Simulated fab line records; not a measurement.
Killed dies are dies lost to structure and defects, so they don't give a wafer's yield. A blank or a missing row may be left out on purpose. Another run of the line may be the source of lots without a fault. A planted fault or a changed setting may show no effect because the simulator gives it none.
Which tool did it?    flow gf180mcu    Sampling: 14 lots, 42 wafers, 4 of 602 route steps

## WHAT THE GAUGES READ, wafer by wafer
GF_V1_OVL_MEAS_15.
lot   measured      on          V1_OVL (nm)
L934  day 18 08:31  overlay-01  7 -6 -6
L935  day 19 00:35  overlay-01  9 9 6
L936  day 19 00:47  overlay-01  -2 -8 -2
L938  day 19 14:55  overlay-02  -3 -1 2
L937  day 19 19:07  overlay-02  -6 -5 -4
L939  day 20 02:41  overlay-01  0 -3 3
L940  day 20 13:05  overlay-02  3 0 -1
L941  day 20 23:17  overlay-02  0 4 4
L942  day 21 00:14  overlay-01  0 -7 -4
L943  day 21 13:37  overlay-01  2 1 9
L944  day 21 23:12  overlay-02  3 7 5
L953  day 25 00:55  overlay-02  -2 0 1
L954  day 25 04:02  overlay-02  6 6 2
L955  day 25 10:39  overlay-01  -1 5 7

## TOOL THAT RAN EACH LOT (tool first, then ch and the chambers of the sampled wafers, then the start)
lot   GF_NSD_EXPOSE_04                     GF_CONTACT_STRIP_18                   GF_M1_SPUTTER_01
L934  iline-stepper-02 ch 0, day 13 03:46  plasma-asher-04 ch 1, day 16 08:26    pvd-sputter-02, day 16 09:39
L935  iline-stepper-02 ch 0, day 13 13:52  plasma-asher-02 ch 0,1, day 16 18:56  pvd-sputter-04, day 16 20:01
L936  iline-stepper-01 ch 0, day 13 16:50  plasma-asher-04 ch 0,1, day 16 23:08  pvd-sputter-01, day 17 00:13
L938  iline-stepper-01 ch 0, day 14 05:56  plasma-asher-04 ch 0, day 17 13:32    pvd-sputter-01, day 17 14:37
L937  iline-stepper-01 ch 0, day 14 09:22  plasma-asher-02 ch 0,1, day 17 16:16  pvd-sputter-01, day 17 17:19
L939  iline-stepper-02 ch 0, day 14 15:17  plasma-asher-02 ch 0,1, day 18 00:20  pvd-sputter-01, day 18 01:23
L940  iline-stepper-01 ch 0, day 15 00:01  plasma-asher-04 ch 0,1, day 18 08:59  pvd-sputter-01, day 18 10:19
L941  iline-stepper-02 ch 0, day 15 09:56  plasma-asher-04 ch 0,1, day 18 19:38  pvd-sputter-01, day 18 20:43
L942  iline-stepper-02 ch 0, day 15 11:03  plasma-asher-01 ch 0,1, day 18 21:13  pvd-sputter-04, day 18 22:21
L943  iline-stepper-02 ch 0, day 15 23:33  plasma-asher-01 ch 0,1, day 19 10:09  pvd-sputter-04, day 19 11:14
L944  iline-stepper-01 ch 0, day 16 07:17  plasma-asher-02 ch 0,1, day 19 20:26  pvd-sputter-01, day 19 21:31
L953  iline-stepper-01 ch 0, day 19 12:18  plasma-asher-01 ch 0,1, day 23 02:03  pvd-sputter-04, day 23 03:08
L954  iline-stepper-01 ch 0, day 19 15:36  plasma-asher-02 ch 0, day 23 04:41    pvd-sputter-01, day 23 05:46
L955  iline-stepper-02 ch 0, day 19 23:17  plasma-asher-02 ch 0,1, day 23 11:37  pvd-sputter-04, day 23 12:40
- GF_NSD_EXPOSE_04: exposes mask Nplus, target cd 400 nm.
- GF_CONTACT_STRIP_18: strips in O2/N2.
- GF_M1_SPUTTER_01: material TiN, target thk 30 nm, time 25 s.

## WHAT THE TOOLS THEMSELVES READ (means of the sampled wafers that have a number; where no wafer has one, the mark that the record gives instead)
GF_NSD_EXPOSE_04.
lot   tool              exposure-dose-mJ-cm2
L934  iline-stepper-02  140.45
L935  iline-stepper-02  140.32
L936  iline-stepper-01  140.39
L938  iline-stepper-01  140.66
L937  iline-stepper-01  140.61
L939  iline-stepper-02  140.38
L940  iline-stepper-01  140.28
L941  iline-stepper-02  140.35
L942  iline-stepper-02  140.55
L943  iline-stepper-02  140.54
L944  iline-stepper-01  140.27
L953  iline-stepper-01  138.08
L954  iline-stepper-01  137.85
L955  iline-stepper-02  140.02

GF_CONTACT_STRIP_18.
lot   tool             drypump-motor-current-A (A)  heater-power-w (W)  o2-flow-sccm (sccm)  oes-product-au (a.u.)
L934  plasma-asher-04  5.6                          340                 3003                 0.577
L935  plasma-asher-02  6.1                          318                 2996                 0.582
L936  plasma-asher-04  5.6                          322                 2999                 0.580
L938  plasma-asher-04  5.6                          287                 2997                 0.576
L937  plasma-asher-02  6.1                          312                 2986                 0.577
L939  plasma-asher-02  6.1                          337                 2999                 0.579
L940  plasma-asher-04  5.6                          321                 2999                 0.576
L941  plasma-asher-04  5.6                          318                 3002                 0.583
L942  plasma-asher-01  6.6                          355                 3005                 0.582
L943  plasma-asher-01  6.5                          353                 2995                 0.582
L944  plasma-asher-02  6.0                          318                 2993                 0.579
L953  plasma-asher-01  6.6                          361                 3006                 0.575
L954  plasma-asher-02  6.0                          300                 3004                 0.583
L955  plasma-asher-02  6.1                          317                 2994                 0.579

GF_M1_SPUTTER_01.
lot   tool            throttle-valve-pct (%)
L934  pvd-sputter-02  30.0
L935  pvd-sputter-04  29.2
L936  pvd-sputter-01  30.4
L938  pvd-sputter-01  29.8
L937  pvd-sputter-01  30.2
L939  pvd-sputter-01  29.1
L940  pvd-sputter-01  30.2
L941  pvd-sputter-01  30.1
L942  pvd-sputter-04  29.2
L943  pvd-sputter-04  29.1
L944  pvd-sputter-01  30.6
L953  pvd-sputter-04  29.7
L954  pvd-sputter-01  29.7
L955  pvd-sputter-04  29.0

## THE ANSWER, worked out from the rows above alone
Rule: usual is defined by the lots themselves. The widest of any qualifying gaps counts: lots, ordered by their means at a reading, are off when they make up no more than a third of the lots, leave a main group of 4 or more, and stand apart from it by 3 or more times the standard deviation of that group's means. A main group whose means are all the same, to the digits that the tables above print for the reading, isn't used. A lot without any number at a reading at which 4 lots or more have one is off too. Any other lot the step has rows for is counted as sound. The gauges are gone through in route order, then the tools' own readings, and for those a lot's mean is taken as printed above. The first step at which some lot is off is used, and at that step the reading that is off furthest; a lot without a number counts as furthest.
Off: L953, L954 (GF_NSD_EXPOSE_04, exposure-dose-mJ-cm2). Mean 140.40 and standard deviation 0.17 in the main group.
If a tool, at that step or one of the process steps before it, ran each lot that is off and ran no sound lot following the first of them, it fits. One candidate fits, namely iline-stepper-01 at GF_NSD_EXPOSE_04. A fault onset in the window from L944 (day 16 07:17, its last sound lot) to L953 (day 19 12:18, its first lot off) fits.
On the lots that are off, the tool's own readings at GF_NSD_EXPOSE_04 differ by more than 5 times the standard deviation of the sound lots' means, which bears it out; exposure-dose-mJ-cm2 reads 137.97 there versus 140.40 on the sound lots.

## WHAT THE SIMULATOR PUT IN
Process parameters drifting: iline-stepper-01 at GF_NSD_EXPOSE_04, beginning at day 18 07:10. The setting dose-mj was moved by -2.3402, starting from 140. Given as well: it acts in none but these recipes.
Struck lots among those shown: L953, L954. The same result came from the rule above.
